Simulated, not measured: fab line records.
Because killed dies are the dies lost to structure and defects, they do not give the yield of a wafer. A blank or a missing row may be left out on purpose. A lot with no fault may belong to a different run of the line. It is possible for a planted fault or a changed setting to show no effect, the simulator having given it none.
Matching of chambers	flow sky130	SKY_VIA3_HDPCVD_00 on hdpcvd-02: 3 sister chambers
The step deposits SiO2, target thk 1635 nm, time 272.5 s. 3 wafers are shown with their chamber, then 7 later ones without.

== WAFERS, EACH WITH ITS CHAMBER ==
wafer	chamber	runLengthS (s)
L796.2	2	301.4
L802.2	1	299.9
L802.5	0	299.5

== WAFERS WHOSE CHAMBER IS MISSING ==
wafer	runLengthS (s)
L802.6	301.8
L804.1	301.4
L804.3	300.0
L804.5	301.4
L808.1	300.0
L808.4	302.2
L808.6	299.6

== WHICH CHAMBER EACH ONE RAN IN ==
wafer	from the rows above	in truth
L802.6	2	2
L804.1	2	2
L804.3	can't be placed: 1 or 0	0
L804.5	2	2
L808.1	can't be placed: 1 or 0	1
L808.4	2	2
L808.6	can't be placed: 0 or 1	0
Placed correctly: 4 of 7. Cannot be placed on the basis of these rows: 3; the candidates contain the true chamber in 3. Placed wrongly: 0.
How it was worked out, from the rows above alone: a wafer's distance from a chamber is the root of the sum, over the readings, of the square of ((its reading less the chamber's mean) divided by the reading's scatter). If the next closest chamber is less than 2 further off than the closest, the wafer can't be placed; otherwise it belongs to the closest. The mean given for a chamber averages the wafers shown for that chamber. The scatter: root of mean squared gap, hidden wafer to nearest shown wafer, with one shown wafer a chamber.
